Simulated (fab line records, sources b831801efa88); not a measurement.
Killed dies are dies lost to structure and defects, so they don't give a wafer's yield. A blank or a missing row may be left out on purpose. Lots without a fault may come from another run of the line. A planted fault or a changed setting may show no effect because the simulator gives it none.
A struck lot beside a sound one | flow gf180mcu | 14 steps out of a route of 602
Sound: wafers L817.2, L817.5, L817.6. Struck: wafers L832.2, L832.3, L832.6. The cause comes at the end.
At each step with rows: each side's tool, then ch and its chambers, then its first start. Under that, the readings that differ: sound wafers | struck wafers | difference of the means | sigmas: that difference in standard deviations of wafers without a fault.
alike: readings whose means differ by less than 2 such deviations, and words and numbers that are the same on both sides. not compared: withheld readings, readings that some wafer has no value for, bounds like >300 that may hide the same value, and numbers for which the record gives no deviation and whose values overlap.
The two part at a step that has a row with sigmas, a row that says differs or no value, or rows on one side only. Numbers that don't overlap but have no deviation are shown without sigmas and don't part them. A reading that every wafer of one side lacks parts them only if that side has two wafers or more.

GF_M1_SPUTTER_01: material TiN, target thk 30 nm, time 25 s.
  sound on pvd_sputter-03, day 18 03:51; struck on pvd_sputter-03, day 23 14:32
  alike: throttle_valve_pct
GF_M1_SPUTTER_02: material AlCu, target thk 450 nm, time 23.9 s.
  sound on pvd_sputter-03, day 18 03:53; struck on pvd_sputter-03, day 23 14:34
  alike: throttle_valve_pct
GF_M1_SPUTTER_03: material Ti, target thk 10 nm, time 6.7 s.
  sound on pvd_sputter-03, day 18 03:55; struck on pvd_sputter-03, day 23 14:36
  alike: throttle_valve_pct
GF_M1_SPUTTER_04: material TiN, target thk 50 nm, time 41.7 s.
  sound on pvd_sputter-03, day 18 03:56; struck on pvd_sputter-03, day 23 14:37
  alike: throttle_valve_pct
GF_M1_RS_MEAS_05: measures by four-point-probe.
  sound on film_metro-01, day 18 03:59; struck on film_metro-04, day 23 14:41
  alike: M1_ALCU_RS
GF_M1_THK_MEAS_06: measures by xrf.
  sound on film_metro-01, day 18 04:06; struck on film_metro-04, day 23 14:47
  alike: M1_ALCU_THK
then, 6 steps without rows for these wafers: GF_M1_DEHYDRATE_07 (time 60 s); GF_M1_HMDS_08 (prime time 60 s); GF_M1_COAT_09 (resist thk 1000 nm); GF_M1_SOFTBAKE_10 (time 60 s); GF_M1_EXPOSE_11 (exposes mask Metal1, target cd 230 nm); GF_M1_PEB_12 (peb time 90 s).
GF_M1_DEVELOP_13: develop time 61.74 s.
  sound on litho_track-04 ch 0, day 19 03:51; struck on litho_track-04, day 24 12:27
  no value came back on the struck wafers for chill_plate_temp_C (C), develop_time_s (s), resist_line_temp_C (C); on the sound wafers chill_plate_temp_C (C) reads 22.81 23.09 23.09
  reading                             | sound             | struck         | difference | sigmas
  model.KrF_of_M1_COAT_09.thk_nm (nm) | 989.2 986.3 989.9 | 1000 1004 1001 | +13        |
GF_M1_CD_MEAS_14: target cd 230 nm.
  sound on cd_sem-01, day 19 03:59; struck on cd_sem-01, day 24 12:35
  reading    | sound             | struck | difference                    | sigmas
  cd_nm (nm) | 230.1 228.7 229.8 | - - -  | no value on the struck wafers |

WHERE THEY PART
First at GF_M1_DEVELOP_13; last, within this record, at GF_M1_CD_MEAS_14.

WHY: what the simulator had put in
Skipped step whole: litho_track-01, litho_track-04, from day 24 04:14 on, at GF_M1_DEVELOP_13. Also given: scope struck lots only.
